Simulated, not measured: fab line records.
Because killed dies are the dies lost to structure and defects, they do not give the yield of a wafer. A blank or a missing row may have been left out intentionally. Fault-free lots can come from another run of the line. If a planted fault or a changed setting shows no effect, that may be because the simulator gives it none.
What tool caused it?	flow gf180mcu	24 lots, 72 wafers sampled, at 6 steps of a route of 602

## WHAT THE GAUGES SHOWED, per wafer
GF_M4_THK_MEAS_06: measures by xrf. Usual: M4_ALCU_THK gives 445 nm (standard deviation 6).
lot	measured	on	M4_ALCU_THK (nm)	flag
L074	day 22 01:45	filmMetro-02	447 452 449	
L075	day 22 17:13	filmMetro-02	451 447 451	
L076	day 22 19:15	filmMetro-01	448 446 449	
L077	day 23 06:32	filmMetro-01	443 442 435	
L078	day 23 18:01	filmMetro-02	447 452 449	
L079	day 24 03:11	filmMetro-02	449 452 447	
L080	day 24 08:04	filmMetro-01	437 440 435	
L081	day 24 23:52	filmMetro-02	449 450 453	
L082	day 25 00:09	filmMetro-03	444 441 443	
L083	day 25 13:57	filmMetro-03	445 442 449	
L084	day 25 20:44	filmMetro-03	439 443 438	
L085	day 26 10:05	filmMetro-01	452 448 446	
L086	day 26 11:11	filmMetro-01	441 441 438	
L087	day 27 00:21	filmMetro-02	446 451 447	
L088	day 27 07:47	filmMetro-02	443 448 448	
L089	day 27 17:28	filmMetro-03	448 453 444	
L090	day 28 07:19	filmMetro-03	442 444 443	
L091	day 28 15:39	filmMetro-01	428 428 434	
L092	day 28 22:17	filmMetro-03	436 436 440	
L093	day 28 23:36	filmMetro-01	445 436 436	
L094	day 29 03:55	filmMetro-02	457 452 457	
L095	day 29 06:39	filmMetro-01	446 447 446	
L096	day 29 13:53	filmMetro-01	446 448 448	
L097	day 29 22:26	filmMetro-03	444 447 444	

GF_MIM_THK_MEAS_06. Usual: MIM_CVD_05_THK gives 42.0 nm (standard deviation 0.56).
lot	measured	on	MIM_CVD_05_THK (nm)	flag
L074	day 24 01:19	filmMetro-04	41.1 42.4 43.0	
L075	day 24 16:27	filmMetro-02	42.3 42.2 43.2	
L076	day 24 18:34	filmMetro-01	41.6 41.7 43.2	
L077	day 25 06:13	filmMetro-04	41.9 41.8 43.0	
L078	day 25 15:33	filmMetro-02	41.8 42.4 42.6	
L079	day 26 02:01	filmMetro-04	42.4 42.9 41.9	
L080	day 26 05:51	filmMetro-01	41.9 41.8 42.3	
L081	day 26 20:46	filmMetro-02	41.2 42.1 42.7	
L082	day 26 21:22	filmMetro-04	41.5 41.3 42.1	
L083	day 27 11:22	filmMetro-02	41.0 40.8 41.4	
L084	day 27 16:06	filmMetro-04	41.3 41.7 42.5	
L085	day 28 05:02	filmMetro-02	41.0 41.5 41.8	
L086	day 28 05:40	filmMetro-04	40.7 42.0 41.3	
L087	day 28 18:05	filmMetro-01	41.3 41.8 42.5	
L088	day 29 00:04	filmMetro-02	42.3 42.4 42.4	
L089	day 29 11:04	filmMetro-01	41.6 41.8 42.5	
L090	day 29 23:55	filmMetro-01	40.8 40.9 41.3	
L091	day 30 08:46	filmMetro-04	41.9 42.1 42.5	
L092	day 30 13:50	filmMetro-02	42.0 41.9 41.9	
L093	day 30 16:24	filmMetro-01	41.3 41.7 42.1	
L094	day 30 19:08	filmMetro-01	42.3 42.1 41.9	
L095	day 30 22:04	filmMetro-02	41.6 42.1 41.9	
L096	day 31 04:28	filmMetro-01	42.7 42.3 42.3	
L097	day 31 13:36	filmMetro-02	41.8 42.0 42.4	

GF_PASSIVATION_BOW_MEAS_14. Usual: PASSIVATION_BOW gives 131 um (standard deviation 9.7).
lot	measured	on	PASSIVATION_BOW (um)	flag
L074	day 28 15:59	filmMetro-03	138 140 151	
L075	day 29 04:43	filmMetro-04	135 139 126	
L076	day 29 06:49	filmMetro-04	111 108 124	
L077	day 29 15:40	filmMetro-04	122 137 125	
L078	day 30 00:09	filmMetro-04	133 136 145	
L079	day 30 09:36	filmMetro-01	143 128 131	
L080	day 30 13:48	filmMetro-01	133 112 120	
L081	day 31 02:27	filmMetro-01	131 136 138	
L082	day 31 03:34	filmMetro-04	133 130 134	
L083	day 31 14:47	filmMetro-04	117 124 116	
L084	day 31 17:07	filmMetro-03	115 110 122	
L085	day 32 06:14	filmMetro-01	144 140 143	
L086	day 32 06:37	filmMetro-03	120 122 130	
L087	day 32 15:58	filmMetro-04	117 133 126	
L088	day 32 22:16	filmMetro-04	133 144 131	
L089	day 33 06:22	filmMetro-04	128 132 138	
L090	day 33 19:20	filmMetro-04	143 135 134	
L091	day 34 02:44	filmMetro-04	113 123 116	
L092	day 34 06:20	filmMetro-03	138 121 127	
L093	day 34 07:48	filmMetro-01	124 126 144	
L094	day 34 09:59	filmMetro-01	134 138 153	
L095	day 34 15:16	filmMetro-03	127 126 143	
L096	day 34 18:37	filmMetro-04	132 139 146	
L097	day 35 02:52	filmMetro-03	144 129 126	

## EACH LOT AND THE TOOL THAT RAN IT (in order: tool; ch and the chambers of the sampled wafers; start)
lot	GF_V2_STRIP_18	GF_TOP_METAL_STRIP_17	GF_PASSIVATION_STRIP_12
L074	plasmaAsher-03 ch 0,1, day 19 21:05	plasmaAsher-02 ch 0, day 27 18:29	plasmaAsher-02 ch 0,1, day 28 14:22
L075	plasmaAsher-02 ch 0,1, day 20 12:21	plasmaAsher-03 ch 1, day 28 06:25	plasmaAsher-02 ch 0,1, day 29 02:10
L076	plasmaAsher-01 ch 0,1, day 20 15:36	plasmaAsher-03 ch 0,1, day 28 08:53	plasmaAsher-02 ch 0,1, day 29 05:13
L077	plasmaAsher-02 ch 0,1, day 21 02:24	plasmaAsher-02 ch 0, day 28 19:08	plasmaAsher-04 ch 0,1, day 29 14:04
L078	plasmaAsher-02 ch 0,1, day 21 14:59	plasmaAsher-02 ch 0,1, day 29 03:25	plasmaAsher-03 ch 0,1, day 29 22:32
L079	plasmaAsher-02 ch 0,1, day 22 01:26	plasmaAsher-03 ch 0,1, day 29 12:29	plasmaAsher-04 ch 0,1, day 30 07:59
L080	plasmaAsher-02 ch 0,1, day 22 06:44	plasmaAsher-01 ch 0,1, day 29 16:38	plasmaAsher-04 ch 0,1, day 30 12:11
L081	plasmaAsher-02 ch 0,1, day 22 23:21	plasmaAsher-01 ch 0,1, day 30 05:43	plasmaAsher-03 ch 0,1, day 31 00:50
L082	plasmaAsher-01 ch 0,1, day 23 00:50	plasmaAsher-02 ch 0,1, day 30 07:19	plasmaAsher-04 ch 0,1, day 31 01:58
L083	plasmaAsher-02 ch 0,1, day 23 13:29	plasmaAsher-01 ch 0,1, day 30 18:29	plasmaAsher-04 ch 0,1, day 31 13:10
L084	plasmaAsher-03 ch 0,1, day 23 20:21	plasmaAsher-02 ch 0,1, day 30 21:14	plasmaAsher-03 ch 0,1, day 31 15:31
L085	plasmaAsher-01 ch 0,1, day 24 10:44	plasmaAsher-01 ch 0,1, day 31 10:50	plasmaAsher-02 ch 0,1, day 32 04:38
L086	plasmaAsher-01 ch 0,1, day 24 11:47	plasmaAsher-02 ch 0,1, day 31 11:10	plasmaAsher-04 ch 0,1, day 32 05:01
L087	plasmaAsher-02 ch 0,1, day 25 02:03	plasmaAsher-03 ch 0, day 31 20:28	plasmaAsher-04 ch 0,1, day 32 14:22
L088	plasmaAsher-01 ch 0, day 25 09:27	plasmaAsher-01 ch 0,1, day 32 03:29	plasmaAsher-02 ch 0,1, day 32 20:40
L089	plasmaAsher-01 ch 0,1, day 25 19:54	plasmaAsher-01 ch 0,1, day 32 12:10	plasmaAsher-04 ch 0,1, day 33 04:46
L090	plasmaAsher-02 ch 0,1, day 26 09:51	plasmaAsher-01 ch 0,1, day 33 00:46	plasmaAsher-02 ch 1, day 33 17:43
L091	plasmaAsher-01 ch 0,1, day 26 20:52	plasmaAsher-01 ch 0, day 33 07:58	plasmaAsher-03 ch 0,1, day 34 01:07
L092	plasmaAsher-03 ch 0,1, day 27 01:49	plasmaAsher-02 ch 0,1, day 33 11:40	plasmaAsher-04 ch 0,1, day 34 04:43
L093	plasmaAsher-02 ch 0,1, day 27 04:49	plasmaAsher-02 ch 0,1, day 33 13:13	plasmaAsher-03 ch 0,1, day 34 06:11
L094	plasmaAsher-02 ch 0,1, day 27 08:39	plasmaAsher-03 ch 0,1, day 33 15:43	plasmaAsher-04 ch 0, day 34 08:22
L095	plasmaAsher-03 ch 0,1, day 27 11:42	plasmaAsher-02 ch 0,1, day 33 22:53	plasmaAsher-04 ch 0,1, day 34 13:40
L096	plasmaAsher-03 ch 0,1, day 27 19:29	plasmaAsher-01 ch 0,1, day 34 02:01	plasmaAsher-02 ch 0,1, day 34 16:59
L097	plasmaAsher-02 ch 0, day 28 03:49	plasmaAsher-02 ch 0,1, day 34 09:05	plasmaAsher-02 ch 0,1, day 35 01:16
- GF_V2_STRIP_18: strips in O2/N2.
- GF_TOP_METAL_STRIP_17: strips in O2/N2.
- GF_PASSIVATION_STRIP_12: strips in O2/N2.

## AS READ BY THE TOOLS THEMSELVES (means over the sampled wafers that have a number; for cases with no such wafer, the mark the record gives instead)
GF_V2_STRIP_18. Usual: drypumpMotorCurrentA 5.86 A, standard deviation 0.26; heaterPowerW 342 W, standard deviation 36; o2FlowSccm 2999 sccm, standard deviation 9.2; oesProductAu 0.592 a.u., standard deviation 0.0052.
lot	tool	drypumpMotorCurrentA (A)	heaterPowerW (W)	o2FlowSccm (sccm)	oesProductAu (a.u.)	flag
L074	plasmaAsher-03	5.81	345	3002	0.591	
L075	plasmaAsher-02	6.05	308	2988	0.598	
L076	plasmaAsher-01	5.75	392	3006	0.594	
L077	plasmaAsher-02	6.05	309	3008	0.593	
L078	plasmaAsher-02	6.04	309	2993	0.592	
L079	plasmaAsher-02	6.05	309	3010	0.586	
L080	plasmaAsher-02	6.08	313	2997	0.592	
L081	plasmaAsher-02	6.05	314	2997	0.594	
L082	plasmaAsher-01	5.74	393	2991	0.591	
L083	plasmaAsher-02	6.04	313	3009	0.588	
L084	plasmaAsher-03	5.55	351	2992	0.591	
L085	plasmaAsher-01	5.64	385	2997	0.588	
L086	plasmaAsher-01	5.77	399	2994	0.597	
L087	plasmaAsher-02	6.06	313	3003	0.597	
L088	plasmaAsher-01	5.86	408	2990	0.594	
L089	plasmaAsher-01	5.63	383	2996	0.592	
L090	plasmaAsher-02	6.06	315	2992	0.596	
L091	plasmaAsher-01	5.65	391	2996	0.595	
L092	plasmaAsher-03	5.82	351	3011	0.594	
L093	plasmaAsher-02	6.05	315	3000	0.588	
L094	plasmaAsher-02	5.98	317	2996	0.594	
L095	plasmaAsher-03	5.83	341	2992	0.589	
L096	plasmaAsher-03	5.82	338	3004	0.595	
L097	plasmaAsher-02	5.93	310	2998	0.596	

GF_TOP_METAL_STRIP_17. Usual: drypumpMotorCurrentA 5.83 A, standard deviation 0.26; heaterPowerW 348 W, standard deviation 36; o2FlowSccm 2999 sccm, standard deviation 9; oesProductAu 0.710 a.u., standard deviation 0.0046; stripTimeToEndpointS 12.86 s, standard deviation 0.076.
lot	tool	drypumpMotorCurrentA (A)	heaterPowerW (W)	o2FlowSccm (sccm)	oesProductAu (a.u.)	stripTimeToEndpointS (s)	flag
L074	plasmaAsher-02	5.93	317	3000	0.715	12.84	
L075	plasmaAsher-03	6.07	336	3001	0.711	12.88	
L076	plasmaAsher-03	5.79	340	3001	0.707	12.83	
L077	plasmaAsher-02	5.93	313	2999	0.709	12.82	
L078	plasmaAsher-02	6.06	312	2996	0.709	12.83	
L079	plasmaAsher-03	5.80	344	3001	0.710	12.87	
L080	plasmaAsher-01	5.63	382	2997	0.710	12.86	
L081	plasmaAsher-01	5.63	383	2993	0.712	12.76	
L082	plasmaAsher-02	5.99	312	2987	0.708	12.86	
L083	plasmaAsher-01	5.74	395	2994	0.714	12.84	
L084	plasmaAsher-02	5.98	314	3004	0.708	12.66	
L085	plasmaAsher-01	5.79	388	3011	0.711	12.83	
L086	plasmaAsher-02	6.05	312	2998	0.711	12.94	
L087	plasmaAsher-03	5.28	362	3006	0.710	13.00	
L088	plasmaAsher-01	5.65	382	2995	0.711	12.83	
L089	plasmaAsher-01	5.63	380	3007	0.710	12.86	
L090	plasmaAsher-01	5.64	381	3001	0.708	12.90	
L091	plasmaAsher-01	5.88	403	2997	0.717	12.77	
L092	plasmaAsher-02	5.99	315	3001	0.709	12.90	
L093	plasmaAsher-02	6.00	318	2999	0.709	12.81	
L094	plasmaAsher-03	5.80	342	3002	0.712	12.82	
L095	plasmaAsher-02	6.07	307	3002	0.712	13.00	
L096	plasmaAsher-01	5.65	385	2992	0.702	12.84	
L097	plasmaAsher-02	6.06	315	2994	0.713	12.95	

GF_PASSIVATION_STRIP_12. Usual: drypumpMotorCurrentA 6.01 A, standard deviation 0.26; heaterPowerW 347 W, standard deviation 42; o2FlowSccm 2999 sccm, standard deviation 8.4; oesProductAu 0.718 a.u., standard deviation 0.0046; stripTimeToEndpointS 32.85 s, standard deviation 0.21.
lot	tool	drypumpMotorCurrentA (A)	heaterPowerW (W)	o2FlowSccm (sccm)	oesProductAu (a.u.)	stripTimeToEndpointS (s)	flag
L074	plasmaAsher-02	6.05	313	2990	0.718	32.97	
L075	plasmaAsher-02	6.00	310	3000	0.718	32.79	
L076	plasmaAsher-02	6.06	311	2992	0.717	32.88	
L077	plasmaAsher-04	6.12	353	3000	0.716	33.00	
L078	plasmaAsher-03	5.79	342	3001	0.714	32.81	
L079	plasmaAsher-04	6.14	351	3003	0.714	33.08	
L080	plasmaAsher-04	6.13	354	3000	0.716	32.94	
L081	plasmaAsher-03	5.80	344	2993	0.720	32.58	
L082	plasmaAsher-04	6.19	377	3007	0.713	32.73	
L083	plasmaAsher-04	6.12	347	3004	0.722	32.86	
L084	plasmaAsher-03	5.55	346	2997	0.722	32.60	
L085	plasmaAsher-02	6.04	312	2995	0.720	32.81	
L086	plasmaAsher-04	6.18	389	3001	0.721	32.83	
L087	plasmaAsher-04	6.12	361	3006	0.719	32.85	
L088	plasmaAsher-02	6.06	308	2997	0.718	32.76	
L089	plasmaAsher-04	6.12	363	2993	0.716	33.18	
L090	plasmaAsher-02	6.09	313	2992	0.721	33.02	
L091	plasmaAsher-03	5.57	353	3005	0.718	32.85	
L092	plasmaAsher-04	6.12	369	3013	0.714	32.98	
L093	plasmaAsher-03	5.80	340	2991	0.719	32.84	
L094	plasmaAsher-04	6.25	425	2998	0.715	33.02	
L095	plasmaAsher-04	6.15	363	2999	0.720	32.69	
L096	plasmaAsher-02	6.00	315	2993	0.717	32.77	
L097	plasmaAsher-02	6.04	310	3000	0.715	32.89	

## THE ANSWER, worked out from the rows above alone
Rule: a lot is off if the mean of its wafers that have a number lies more than 3 standard deviations from the usual mean. Also off: a lot with no number at a reading for which 4 or more lots have one. All remaining lots with rows at the step are treated as sound. Order of review: gauges by route order, followed by the tools' own readings, for which a lot's mean as printed above is used. The first step at which some lot is off is used, and at that step the reading that is off furthest; a lot without a number counts as furthest.
Nothing can be told from this: no lot is off at any reading shown.

## WHAT THE SIMULATOR HAD PUT IN
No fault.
